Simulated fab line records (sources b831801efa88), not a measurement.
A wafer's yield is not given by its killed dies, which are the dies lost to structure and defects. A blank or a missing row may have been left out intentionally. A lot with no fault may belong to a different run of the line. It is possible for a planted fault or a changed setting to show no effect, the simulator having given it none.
fab line records ; flow sky130 ; part 1 of 2: steps 1 to 29 of 42
record: lots: 5; wafers: 15; lastDay: 50
route steps=708 shown VT_ADJUST_LVTN@112 VT_ADJUST_NCORE@119 VT_ADJUST_HVTR@131 VT_ADJUST_PCH@143
lots that met no fault: taken from a fault-free run of the same line
startH: the number of hours between the record's first day and the start of the first shown wafer of the lot ; waitH: hours from the lot's prior step to this one ; " identical to the entry in the row above ; L1.1+2: a single row standing in for several wafers ; - either no value or no given start ; * or withheld: withheld ; < > ~ a bound
route shown NAME@n: NAME is a module with steps in the file, n the number in the route of the first one ; usual: the fault-free wafers' mean and standard deviation ; same: alike in all rows ; chamber/n: place in a boat ; sites: the reading at each site ; _std_site: their standard deviation ; _edge_site: inner sites' mean taken away from outer sites' mean ; radiusMm: how far each site lies from the wafer's centre ; mask NAME#n: copy n ; behind: tool/chamber where the wafer was last shaped ; hold: the reason the lot was held/the length of the hold in hours/how it ended ; device: the n, p or np transistor that did not switch ; end of line: the tests these same wafers got at the end of their route ; a step with no rows: only its recipe ; killed: dies lost to structure and defects at the first sort, not the wafer's yield ; map: a wafer's dies, x killed, . not, _ none there
set.NAME: the run value of the setting; set.NAME@STEP: its run value at that earlier step ; model.NAME: the simulator's own value behind a step, which no gauge read
a table for each step, a row for each wafer; lots at some steps of the route
services: when a tool's chamber went out of use (startH, in hours from the record's first day, below 0 if earlier), for how many hours, and the reason
== steps ==
step: SKY_VT_ADJUST_LVTN_EXPOSE_15
recipe: maskId: HVN_STD_DERIVED; na: 0.6; sourceShape: conventional; sigmaOuter: 0.6; polarization: unpolarized; targetCdNm: 600; doseMj: 163
usual: stageVelMmS: 500.01/0.24
lot.wafer;tool;chamber;startH;waitH;mask;stageVelMmS
L074.2;ilineStepper-02;0;-;-;HVN_STD_DERIVED#0;500.44
L074.3;ilineStepper-02;0;-;-;HVN_STD_DERIVED#0;499.90
L074.6;ilineStepper-02;0;-;-;HVN_STD_DERIVED#0;500.05
L075.1;ilineStepper-01;0;-;-;HVN_STD_DERIVED#0;500.03
L075.5;ilineStepper-01;0;-;-;HVN_STD_DERIVED#0;499.62
L075.6;ilineStepper-01;0;-;-;HVN_STD_DERIVED#0;499.95
L080.2;ilineStepper-02;0;-;-;HVN_STD_DERIVED#0;499.83
L080.3;ilineStepper-02;0;-;-;HVN_STD_DERIVED#0;499.85
L080.5;ilineStepper-02;0;-;-;HVN_STD_DERIVED#0;499.54
L081.1;ilineStepper-02;0;-;-;HVN_STD_DERIVED#0;500.36
L081.3;ilineStepper-02;0;-;-;HVN_STD_DERIVED#0;500.28
L081.4;ilineStepper-02;0;-;-;HVN_STD_DERIVED#0;499.82
L095.1;ilineStepper-02;0;-;-;HVN_STD_DERIVED#0;500.13
L095.3;ilineStepper-02;0;-;-;HVN_STD_DERIVED#0;499.58
L095.4;ilineStepper-02;0;-;-;HVN_STD_DERIVED#0;499.86
step: SKY_VT_ADJUST_LVTN_PEB_16
recipe: tempC: withheld; timeS: *; resist: NOVOLAK
lot.wafer;tool;chamber;startH;waitH
L074.2+3+6;lithoTrack-01;0;-;-
L075.1+5+6;lithoTrack-03;0;-;-
L080.2+3+5;lithoTrack-03;0;-;-
L081.1+3+4;lithoTrack-03;0;-;-
L095.1+3+4;lithoTrack-01;0;-;-
step: SKY_VT_ADJUST_LVTN_DEVELOP_17
recipe: resist: NOVOLAK; developer: TMAH; developTimeS: 60; devTempC: 23
lot.wafer;tool;chamber;startH;waitH
L074.2+3+6;lithoTrack-01;0;159.85;0.1
L075.1+5+6;lithoTrack-03;0;166.03;0.1
L080.2+3+5;lithoTrack-03;0;203.41;0.1
L081.1+3+4;lithoTrack-03;0;209.83;0.1
L095.1+3+4;lithoTrack-01;0;315.62;0.1
step: SKY_VT_ADJUST_LVTN_OVL_MEAS_18
usual: VT_ADJUST_LVTN_01_OVL: -0.2/1.4
lot.wafer;tool;chamber;startH;waitH;VT_ADJUST_LVTN_01_OVL[nm]
L074.2;overlay-02;-;159.98;0.1;-1.0
L074.3;overlay-02;-;159.98;0.1;-1.3
L074.6;overlay-02;-;159.98;0.1;0.1
L075.1;overlay-02;-;166.18;0.1;2.1
L075.5;overlay-02;-;166.18;0.1;1.2
L075.6;overlay-02;-;166.18;0.1;0.1
L080.2;overlay-02;-;203.54;0.1;-1.7
L080.3;overlay-02;-;203.54;0.1;-1.0
L080.5;overlay-02;-;203.54;0.1;-2.5
L081.1;overlay-01;-;209.98;0.1;1.7
L081.3;overlay-01;-;209.98;0.1;0.0
L081.4;overlay-01;-;209.98;0.1;2.9
L095.1;overlay-02;-;315.77;0.1;-0.3
L095.3;overlay-02;-;315.77;0.1;-1.3
L095.4;overlay-02;-;315.77;0.1;-2.5
step: SKY_VT_ADJUST_LVTN_IMPLANT_19
recipe: species: B; energyKev: 30; doseCm2: 6.5e+11; tiltDeg: withheld
usual: faradayCurrentUA: 3.68/0.072
lot.wafer;tool;chamber;startH;waitH;faradayCurrentUA
L074.2;implanter-02;0;160.03;0.0;3.67
L074.3;implanter-02;0;160.03;0.0;3.48
L074.6;implanter-02;0;160.03;0.0;3.63
L075.1;implanter-01;0;166.22;0.0;3.72
L075.5;implanter-01;0;166.22;0.0;3.58
L075.6;implanter-01;0;166.22;0.0;3.65
L080.2;implanter-04;0;203.60;0.0;3.68
L080.3;implanter-04;0;203.60;0.0;3.66
L080.5;implanter-04;0;203.60;0.0;3.68
L081.1;implanter-04;0;210.02;0.0;3.65
L081.3;implanter-04;0;210.02;0.0;3.79
L081.4;implanter-04;0;210.02;0.0;3.67
L095.1;implanter-01;0;315.81;0.0;3.65
L095.3;implanter-01;0;315.81;0.0;3.74
L095.4;implanter-01;0;315.81;0.0;3.62
step: SKY_VT_ADJUST_LVTN_STRIP_20
recipe: chemistry: O2/N2; powerW: 1400; pressureMtorr: 1500; platenTempC: withheld; o2FlowSccm: 3000; n2FlowSccm: 300; overashFraction: 0.5
usual: drypumpMotorCurrentA: 6.1/0.53; oesProductAu: 0.715/0.0048; stripTimeToEndpointS: 14.17/0.045
lot.wafer;tool;chamber;startH;waitH;drypumpMotorCurrentA;oesProductAu;rfHoursCounterH;stripTimeToEndpointS
L074.2;plasmaAsher-01;0;160.16;0.1;6.4;0.711;34;14.24
L074.3;plasmaAsher-01;0;160.16;0.1;6.5;0.719;-;14.24
L074.6;plasmaAsher-01;1;160.16;0.1;6.6;0.709;-;14.20
L075.1;plasmaAsher-01;1;166.37;0.1;6.6;0.716;34;14.14
L075.5;plasmaAsher-01;1;166.37;0.1;6.6;0.713;-;14.18
L075.6;plasmaAsher-01;0;166.37;0.1;6.5;0.721;-;14.14
L080.2;plasmaAsher-01;0;203.72;0.1;6.5;0.709;38;14.12
L080.3;plasmaAsher-01;1;203.72;0.1;6.6;0.708;-;14.15
L080.5;plasmaAsher-01;1;203.72;0.1;6.6;0.714;-;14.18
L081.1;plasmaAsher-02;1;210.17;0.1;5.7;0.711;54;14.22
L081.3;plasmaAsher-02;0;210.17;0.1;5.4;0.719;-;14.27
L081.4;plasmaAsher-02;1;210.17;0.1;5.7;0.719;-;14.23
L095.1;plasmaAsher-04;0;315.99;0.2;5.5;0.718;20;14.19
L095.3;plasmaAsher-04;0;315.99;0.2;5.5;0.722;-;14.14
L095.4;plasmaAsher-04;1;315.99;0.2;5.2;0.708;-;14.14
step: SKY_VT_ADJUST_LVTN_TW_MEAS_21
usual: VT_ADJUST_LVTN_2_TW: 188.0/2.1
lot.wafer;tool;chamber;startH;waitH;VT_ADJUST_LVTN_2_TW
L074.2;filmMetro-03;-;160.27;0.1;188.2
L074.3;filmMetro-03;-;160.27;0.1;187.8
L074.6;filmMetro-03;-;160.27;0.1;188.0
L075.1;filmMetro-02;-;166.47;0.1;185.8
L075.5;filmMetro-02;-;166.47;0.1;186.7
L075.6;filmMetro-02;-;166.47;0.1;186.8
L080.2;filmMetro-02;-;203.83;0.1;185.9
L080.3;filmMetro-02;-;203.83;0.1;185.8
L080.5;filmMetro-02;-;203.83;0.1;184.5
L081.1;filmMetro-03;-;210.38;0.2;188.5
L081.3;filmMetro-03;-;210.38;0.2;189.0
L081.4;filmMetro-03;-;210.38;0.2;189.2
L095.1;filmMetro-01;-;316.09;0.1;191.9
L095.3;filmMetro-01;-;316.09;0.1;190.7
L095.4;filmMetro-01;-;316.09;0.1;191.2
step: SKY_VT_ADJUST_NCORE_DEHYDRATE_00
recipe: tempC: 200; timeS: 60
lot.wafer;tool;chamber;startH;waitH
L074.2+3+6;lithoTrack-03;0;169.46;9.2
L075.1+5+6;lithoTrack-04;0;176.41;9.9
L080.2+3+5;lithoTrack-03;0;213.36;9.5
L081.1+3+4;lithoTrack-03;0;220.58;10.2
L095.1+3+4;lithoTrack-03;0;328.03;11.9
step: SKY_VT_ADJUST_NCORE_HMDS_01
recipe: primeTimeS: 60; primeTempC: 120
lot.wafer;tool;chamber;startH;waitH
L074.2+3+6;lithoTrack-03;0;169.61;0.1
L075.1+5+6;lithoTrack-04;0;176.56;0.1
L080.2+3+5;lithoTrack-03;0;213.51;0.1
L081.1+3+4;lithoTrack-03;0;220.73;0.1
L095.1+3+4;lithoTrack-03;0;328.18;0.1
step: SKY_VT_ADJUST_NCORE_COAT_02
recipe: resist: NOVOLAK; spinRpm: 3000; resistThkNm: 1140
lot.wafer;tool;chamber;startH;waitH
L074.2+3+6;lithoTrack-03;0;169.76;0.1
L075.1+5+6;lithoTrack-04;0;176.71;0.1
L080.2+3+5;lithoTrack-03;0;213.66;0.1
L081.1+3+4;lithoTrack-03;0;220.88;0.1
L095.1+3+4;lithoTrack-03;0;328.33;0.1
step: SKY_VT_ADJUST_NCORE_SOFTBAKE_03
recipe: tempC: 90; timeS: 60; resist: NOVOLAK
lot.wafer;tool;chamber;startH;waitH
L074.2+3+6;lithoTrack-03;0;169.91;0.1
L075.1+5+6;lithoTrack-04;0;176.86;0.1
L080.2+3+5;lithoTrack-03;0;213.81;0.1
L081.1+3+4;lithoTrack-03;0;221.03;0.1
L095.1+3+4;lithoTrack-03;0;328.48;0.1
step: SKY_VT_ADJUST_NCORE_EXPOSE_04
recipe: maskId: LVTN_COMPLEMENT_THIN; na: 0.6; sourceShape: conventional; sigmaOuter: 0.6; polarization: unpolarized; targetCdNm: 380; doseMj: 139
usual: stageVelMmS: 499.97/0.28
lot.wafer;tool;chamber;startH;waitH;mask;stageVelMmS
L074.2;ilineStepper-01;0;-;-;LVTN_COMPLEMENT_THIN#0;499.96
L074.3;ilineStepper-01;0;-;-;LVTN_COMPLEMENT_THIN#0;499.95
L074.6;ilineStepper-01;0;-;-;LVTN_COMPLEMENT_THIN#0;499.91
L075.1;ilineStepper-01;0;-;-;LVTN_COMPLEMENT_THIN#0;499.96
L075.5;ilineStepper-01;0;-;-;LVTN_COMPLEMENT_THIN#0;499.61
L075.6;ilineStepper-01;0;-;-;LVTN_COMPLEMENT_THIN#0;499.92
L080.2;ilineStepper-02;0;-;-;LVTN_COMPLEMENT_THIN#0;499.81
L080.3;ilineStepper-02;0;-;-;LVTN_COMPLEMENT_THIN#0;499.79
L080.5;ilineStepper-02;0;-;-;LVTN_COMPLEMENT_THIN#0;500.03
L081.1;ilineStepper-02;0;-;-;LVTN_COMPLEMENT_THIN#0;499.98
L081.3;ilineStepper-02;0;-;-;LVTN_COMPLEMENT_THIN#0;499.71
L081.4;ilineStepper-02;0;-;-;LVTN_COMPLEMENT_THIN#0;499.76
L095.1;ilineStepper-01;0;-;-;LVTN_COMPLEMENT_THIN#0;499.62
L095.3;ilineStepper-01;0;-;-;LVTN_COMPLEMENT_THIN#0;499.58
L095.4;ilineStepper-01;0;-;-;LVTN_COMPLEMENT_THIN#0;499.38
step: SKY_VT_ADJUST_NCORE_PEB_05
recipe: tempC: withheld; timeS: *; resist: NOVOLAK
lot.wafer;tool;chamber;startH;waitH
L074.2+3+6;lithoTrack-02;0;-;-
L075.1+5+6;lithoTrack-03;0;-;-
L080.2+3+5;lithoTrack-04;0;-;-
L081.1+3+4;lithoTrack-02;0;-;-
L095.1+3+4;lithoTrack-04;0;-;-
step: SKY_VT_ADJUST_NCORE_DEVELOP_06
recipe: resist: NOVOLAK; developer: TMAH; developTimeS: 60; devTempC: 23
lot.wafer;tool;chamber;startH;waitH
L074.2+3+6;lithoTrack-02;0;180.20;0.1
L075.1+5+6;lithoTrack-03;0;186.78;0.1
L080.2+3+5;lithoTrack-04;0;225.43;0.1
L081.1+3+4;lithoTrack-02;0;232.02;0.1
L095.1+3+4;lithoTrack-04;0;341.51;0.1
step: SKY_VT_ADJUST_NCORE_CD_MEAS_07
recipe: targetCdNm: 380
usual: cdNm: 380.0/2.4
lot.wafer;tool;chamber;startH;waitH;cdNm
L074.2;cdSem-01;-;180.34;0.1;380.4
L074.3;cdSem-01;-;180.34;0.1;379.1
L074.6;cdSem-01;-;180.34;0.1;379.2
L075.1;cdSem-02;-;186.93;0.1;380.2
L075.5;cdSem-02;-;186.93;0.1;379.7
L075.6;cdSem-02;-;186.93;0.1;381.7
L080.2;cdSem-01;-;225.58;0.1;381.2
L080.3;cdSem-01;-;225.58;0.1;382.9
L080.5;cdSem-01;-;225.58;0.1;379.8
L081.1;cdSem-02;-;232.17;0.1;378.7
L081.3;cdSem-02;-;232.17;0.1;379.4
L081.4;cdSem-02;-;232.17;0.1;378.2
L095.1;cdSem-01;-;341.66;0.1;377.3
L095.3;cdSem-01;-;341.66;0.1;379.2
L095.4;cdSem-01;-;341.66;0.1;377.7
step: SKY_VT_ADJUST_NCORE_OVL_MEAS_08
usual: VT_ADJUST_NCORE_OVL: 0.4/1.6
lot.wafer;tool;chamber;startH;waitH;VT_ADJUST_NCORE_OVL[nm]
L074.2;overlay-02;-;180.45;0.1;0.9
L074.3;overlay-02;-;180.45;0.1;0.0
L074.6;overlay-02;-;180.45;0.1;-1.2
L075.1;overlay-02;-;187.05;0.1;1.1
L075.5;overlay-02;-;187.05;0.1;1.4
L075.6;overlay-02;-;187.05;0.1;-2.9
L080.2;overlay-01;-;225.68;0.1;2.3
L080.3;overlay-01;-;225.68;0.1;2.5
L080.5;overlay-01;-;225.68;0.1;0.4
L081.1;overlay-02;-;232.29;0.1;-0.1
L081.3;overlay-02;-;232.29;0.1;-0.9
L081.4;overlay-02;-;232.29;0.1;-1.1
L095.1;overlay-01;-;341.78;0.1;-0.3
L095.3;overlay-01;-;341.78;0.1;-0.9
L095.4;overlay-01;-;341.78;0.1;-1.5
step: SKY_VT_ADJUST_NCORE_IMPLANT_09
recipe: species: B; energyKev: 10; doseCm2: 2.4e+12; tiltDeg: withheld
usual: faradayCurrentUA: 13.54/0.3
lot.wafer;tool;chamber;startH;waitH;faradayCurrentUA
L074.2;implanter-04;0;180.50;0.0;13.73
L074.3;implanter-04;0;180.50;0.0;13.95
L074.6;implanter-04;0;180.50;0.0;13.64
L075.1;implanter-03;0;187.09;0.0;13.93
L075.5;implanter-03;0;187.09;0.0;13.53
L075.6;implanter-03;0;187.09;0.0;13.24
L080.2;implanter-04;0;225.74;0.0;13.18
L080.3;implanter-04;0;225.74;0.0;13.11
L080.5;implanter-04;0;225.74;0.0;13.53
L081.1;implanter-03;0;232.33;0.0;13.19
L081.3;implanter-03;0;232.33;0.0;14.05
L081.4;implanter-03;0;232.33;0.0;13.49
L095.1;implanter-03;0;341.81;0.0;13.44
L095.3;implanter-03;0;341.81;0.0;13.25
L095.4;implanter-03;0;341.81;0.0;13.44
step: SKY_VT_ADJUST_NCORE_STRIP_10
recipe: chemistry: O2/N2; powerW: 1400; pressureMtorr: 1500; platenTempC: withheld; o2FlowSccm: 3000; n2FlowSccm: 300; overashFraction: 0.5
usual: drypumpMotorCurrentA: 5.8/0.44; oesProductAu: 0.717/0.0044; stripTimeToEndpointS: 14.18/0.042
lot.wafer;tool;chamber;startH;waitH;drypumpMotorCurrentA;oesProductAu;rfHoursCounterH;stripTimeToEndpointS
L074.2;plasmaAsher-03;0;180.63;0.1;5.6;0.718;48;14.22
L074.3;plasmaAsher-03;0;180.63;0.1;5.6;0.711;-;14.24
L074.6;plasmaAsher-03;0;180.63;0.1;5.6;0.716;-;14.20
L075.1;plasmaAsher-03;1;187.24;0.1;5.7;0.717;48;14.14
L075.5;plasmaAsher-03;0;187.24;0.1;5.6;0.716;-;14.20
L075.6;plasmaAsher-03;1;187.24;0.1;5.7;0.721;-;14.16
L080.2;plasmaAsher-02;1;225.86;0.1;5.7;0.720;55;14.17
L080.3;plasmaAsher-02;0;225.86;0.1;5.3;0.721;-;14.18
L080.5;plasmaAsher-02;0;225.86;0.1;5.3;0.715;-;14.17
L081.1;plasmaAsher-03;0;232.48;0.1;5.6;0.720;53;14.11
L081.3;plasmaAsher-03;1;232.48;0.1;5.8;0.707;-;14.13
L081.4;plasmaAsher-03;0;232.48;0.1;5.6;0.718;-;14.12
L095.1;plasmaAsher-01;1;341.96;0.1;6.6;0.721;51;14.25
L095.3;plasmaAsher-01;0;341.96;0.1;6.5;0.712;-;14.25
L095.4;plasmaAsher-01;1;341.96;0.1;6.6;0.718;-;14.27
step: SKY_VT_ADJUST_NCORE_TW_MEAS_11
usual: VT_ADJUST_NCORE_TW: 220.0/2.4
lot.wafer;tool;chamber;startH;waitH;VT_ADJUST_NCORE_TW
L074.2;filmMetro-03;-;180.74;0.1;219.4
L074.3;filmMetro-03;-;180.74;0.1;218.1
L074.6;filmMetro-03;-;180.74;0.1;218.6
L075.1;filmMetro-01;-;187.34;0.1;223.1
L075.5;filmMetro-01;-;187.34;0.1;222.3
L075.6;filmMetro-01;-;187.34;0.1;222.8
L080.2;filmMetro-01;-;225.97;0.1;222.1
L080.3;filmMetro-01;-;225.97;0.1;220.8
L080.5;filmMetro-01;-;225.97;0.1;222.6
L081.1;filmMetro-03;-;232.58;0.1;219.7
L081.3;filmMetro-03;-;232.58;0.1;219.7
L081.4;filmMetro-03;-;232.58;0.1;220.6
L095.1;filmMetro-04;-;342.06;0.1;217.7
L095.3;filmMetro-04;-;342.06;0.1;216.9
L095.4;filmMetro-04;-;342.06;0.1;216.2
step: SKY_VT_ADJUST_HVTR_DEHYDRATE_00
recipe: tempC: 200; timeS: 60
lot.wafer;tool;chamber;startH;waitH
L074.2+3+6;lithoTrack-01;0;190.95;10.2
L075.1+5+6;lithoTrack-01;0;198.02;10.7
L080.2+3+5;lithoTrack-03;0;236.51;10.5
L081.1+3+4;lithoTrack-01;0;243.57;11.0
L095.1+3+4;lithoTrack-04;0;354.91;12.8
step: SKY_VT_ADJUST_HVTR_HMDS_01
recipe: primeTimeS: 60; primeTempC: 120
lot.wafer;tool;chamber;startH;waitH
L074.2+3+6;lithoTrack-01;0;191.10;0.1
L075.1+5+6;lithoTrack-01;0;198.17;0.1
L080.2+3+5;lithoTrack-03;0;236.66;0.1
L081.1+3+4;lithoTrack-01;0;243.72;0.1
L095.1+3+4;lithoTrack-04;0;355.06;0.1
step: SKY_VT_ADJUST_HVTR_COAT_02
recipe: resist: NOVOLAK; spinRpm: 3000; resistThkNm: 1140
lot.wafer;tool;chamber;startH;waitH
L074.2+3+6;lithoTrack-01;0;191.25;0.1
L075.1+5+6;lithoTrack-01;0;198.32;0.1
L080.2+3+5;lithoTrack-03;0;236.81;0.1
L081.1+3+4;lithoTrack-01;0;243.87;0.1
L095.1+3+4;lithoTrack-04;0;355.21;0.1
step: SKY_VT_ADJUST_HVTR_SOFTBAKE_03
recipe: tempC: 90; timeS: 60; resist: NOVOLAK
lot.wafer;tool;chamber;startH;waitH
L074.2+3+6;lithoTrack-01;0;191.40;0.1
L075.1+5+6;lithoTrack-01;0;198.47;0.1
L080.2+3+5;lithoTrack-03;0;236.96;0.1
L081.1+3+4;lithoTrack-01;0;244.02;0.1
L095.1+3+4;lithoTrack-04;0;355.36;0.1
step: SKY_VT_ADJUST_HVTR_EXPOSE_04
recipe: maskId: HVTRM; targetCdNm: 380; na: 0.6; sourceShape: conventional; sigmaOuter: 0.6; doseMj: 150
usual: stageVelMmS: 499.95/0.26
lot.wafer;tool;chamber;startH;waitH;mask;stageVelMmS
L074.2;ilineStepper-02;0;-;-;HVTRM#0;499.75
L074.3;ilineStepper-02;0;-;-;HVTRM#0;499.93
L074.6;ilineStepper-02;0;-;-;HVTRM#0;499.52
L075.1;ilineStepper-01;0;-;-;HVTRM#0;499.68
L075.5;ilineStepper-01;0;-;-;HVTRM#0;500.09
L075.6;ilineStepper-01;0;-;-;HVTRM#0;499.88
L080.2;ilineStepper-01;0;-;-;HVTRM#0;499.99
L080.3;ilineStepper-01;0;-;-;HVTRM#0;499.91
L080.5;ilineStepper-01;0;-;-;HVTRM#0;500.08
L081.1;ilineStepper-01;0;-;-;HVTRM#0;500.20
L081.3;ilineStepper-01;0;-;-;HVTRM#0;500.11
L081.4;ilineStepper-01;0;-;-;HVTRM#0;500.18
L095.1;ilineStepper-01;0;-;-;HVTRM#0;499.85
L095.3;ilineStepper-01;0;-;-;HVTRM#0;499.67
L095.4;ilineStepper-01;0;-;-;HVTRM#0;499.60
step: SKY_VT_ADJUST_HVTR_PEB_05
recipe: tempC: withheld; timeS: *; resist: NOVOLAK
lot.wafer;tool;chamber;startH;waitH
L074.2+3+6;lithoTrack-03;0;-;-
L075.1+5+6;lithoTrack-03;0;-;-
L080.2+3+5;lithoTrack-01;0;-;-
L081.1+3+4;lithoTrack-04;0;-;-
L095.1+3+4;lithoTrack-03;0;-;-
step: SKY_VT_ADJUST_HVTR_DEVELOP_06
recipe: developTimeS: 60; devTempC: 23
lot.wafer;tool;chamber;startH;waitH
L074.2+3+6;lithoTrack-03;0;202.11;0.1
L075.1+5+6;lithoTrack-03;0;208.73;0.1
L080.2+3+5;lithoTrack-01;0;249.20;0.1
L081.1+3+4;lithoTrack-04;0;256.21;0.1
L095.1+3+4;lithoTrack-03;0;369.58;0.1
step: SKY_VT_ADJUST_HVTR_CD_MEAS_07
recipe: targetCdNm: 380
usual: cdNm: 380.2/2.6
lot.wafer;tool;chamber;startH;waitH;cdNm
L074.2;cdSem-02;-;202.25;0.1;384.4
L074.3;cdSem-02;-;202.25;0.1;381.1
L074.6;cdSem-02;-;202.25;0.1;380.9
L075.1;cdSem-01;-;208.88;0.1;380.5
L075.5;cdSem-01;-;208.88;0.1;377.0
L075.6;cdSem-01;-;208.88;0.1;381.6
L080.2;cdSem-02;-;249.34;0.1;380.5
L080.3;cdSem-02;-;249.34;0.1;379.1
L080.5;cdSem-02;-;249.34;0.1;380.2
L081.1;cdSem-02;-;256.36;0.1;380.8
L081.3;cdSem-02;-;256.36;0.1;380.2
L081.4;cdSem-02;-;256.36;0.1;378.1
L095.1;cdSem-01;-;369.73;0.1;378.0
L095.3;cdSem-01;-;369.73;0.1;377.8
L095.4;cdSem-01;-;369.73;0.1;377.7
step: SKY_VT_ADJUST_HVTR_OVL_MEAS_08
usual: VT_ADJUST_HVTR_OVL: 0.6/1.3
lot.wafer;tool;chamber;startH;waitH;VT_ADJUST_HVTR_OVL[nm]
L074.2;overlay-01;-;202.36;0.1;-0.3
L074.3;overlay-01;-;202.36;0.1;1.2
L074.6;overlay-01;-;202.36;0.1;-0.3
L075.1;overlay-02;-;209.00;0.1;0.8
L075.5;overlay-02;-;209.00;0.1;-0.2
L075.6;overlay-02;-;209.00;0.1;1.0
L080.2;overlay-01;-;249.45;0.1;2.3
L080.3;overlay-01;-;249.45;0.1;0.7
L080.5;overlay-01;-;249.45;0.1;2.0
L081.1;overlay-02;-;256.48;0.1;2.3
L081.3;overlay-02;-;256.48;0.1;2.6
L081.4;overlay-02;-;256.48;0.1;1.1
L095.1;overlay-01;-;369.85;0.1;2.4
L095.3;overlay-01;-;369.85;0.1;2.8
L095.4;overlay-01;-;369.85;0.1;1.5
step: SKY_VT_ADJUST_HVTR_IMPLANT_09
recipe: species: B; energyKev: 10; doseCm2: 2.1e+12; tiltDeg: withheld
usual: faradayCurrentUA: 11.86/0.24
lot.wafer;tool;chamber;startH;waitH;faradayCurrentUA
L074.2;implanter-04;0;202.42;0.0;11.99
L074.3;implanter-04;0;202.42;0.0;11.66
L074.6;implanter-04;0;202.42;0.0;12.01
L075.1;implanter-04;0;209.04;0.0;11.98
L075.5;implanter-04;0;209.04;0.0;12.00
L075.6;implanter-04;0;209.04;0.0;11.86
L080.2;implanter-04;0;249.50;0.0;11.22
L080.3;implanter-04;0;249.50;0.0;12.31
L080.5;implanter-04;0;249.50;0.0;11.88
L081.1;implanter-02;0;256.51;0.0;11.49
L081.3;implanter-02;0;256.51;0.0;11.67
L081.4;implanter-02;0;256.51;0.0;12.21
L095.1;implanter-03;0;369.89;0.0;11.65
L095.3;implanter-03;0;369.89;0.0;12.01
L095.4;implanter-03;0;369.89;0.0;12.15
